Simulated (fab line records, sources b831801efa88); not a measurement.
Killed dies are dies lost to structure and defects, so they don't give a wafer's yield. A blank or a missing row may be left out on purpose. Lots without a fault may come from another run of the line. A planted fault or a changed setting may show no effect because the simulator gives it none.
Problem report in the 8D (eight disciplines) form, filled by code | flow gf180mcu | the parts of the form that need people (team, actions taken, sign-off) are left out

1. THE PROBLEM
chamber_pressure_pa at GF_M1_SPUTTER_00 reads a mean of 2.081 Pa on 6 wafers of 2 lots; wafers without a fault read 2.001 Pa with a standard deviation of 0.0038. That is +21 standard deviations from the usual mean.
The step: material Ti, target thk 37.5 nm, time 150 s.
First seen on wafer L393.1, day 21 17:34, on pvd_sputter-04. The record holds 39 wafers of 13 lots with a number at this step. Rule for "out", or "out of limits": more than 4 standard deviations from the usual mean. The other wafers with a number count as sound.

2. WHAT IT IS AND WHAT IT IS NOT
question                    | is                     | is not
which readings at this step | chamber_pressure_pa    | cathode_dc_power_W
which lots                  | L393, L394             | L378, L379, L380, L381, L382, L383, L385, L386, L389, L395, L397
which wafers of those lots  | all that have a number | -
read on which tools         | pvd_sputter-04         | pvd_sputter-02
when                        | from day 21 17:34      | up to then (27 sound wafers); but 6 sound wafers of L395, L397 came after

3. SUSPECTS, AND WHAT RULES EACH OUT
Counting: a tool at a process step up to the reading stays a suspect if it ran every lot that is out and no sound lot after the first of them.
- pvd_sputter-04 at GF_M1_SPUTTER_00 (material Ti, target thk 37.5 nm, time 150 s): kept. It ran every lot that is out, first L393 (day 21 17:34), and no sound lot after that; its last sound lot up to then is L389 (day 20 07:52). Its own readings are out on those wafers: chamber_pressure_pa.
Left after counting: pvd_sputter-04 at GF_M1_SPUTTER_00.

4. THE CAUSE (what the simulator had put in)
Process parameter drift: pvd_sputter-04, from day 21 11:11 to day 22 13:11, at GF_M1_SPUTTER_00. Setting chamber_pressure_pa, moved by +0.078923, from 2. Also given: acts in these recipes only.
Counting left only this tool.

5. THE CHAIN OF EFFECTS, in route order
Each row: a reading whose mean over the struck wafers that have a number lies more than 3 standard deviations from the usual. Only readings for which the record gives a usual standard deviation are gone through. hours: the time from each lot's start at the first step in this table that gives one to its start at this step, as a median over the lots. sigmas: the change in usual standard deviations.
hours | step             | reading             | usual    | on struck wafers | change | sigmas
0     | GF_M1_SPUTTER_00 | chamber_pressure_pa | 2.001 Pa | 2.081            | +0.080 | +21
The process steps in it:
- GF_M1_SPUTTER_00: material Ti, target thk 37.5 nm, time 150 s.
Later measuring or inspecting steps at which every struck wafer that the step has a row for has a number for every such reading, and none has moved that far: GF_V2_THK_MEAS_01.

6. WHAT WOULD HAVE CAUGHT IT SOONER
In this record the first reading out of limits was taken at day 21 17:34, 6 hours after the fault began at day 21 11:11.
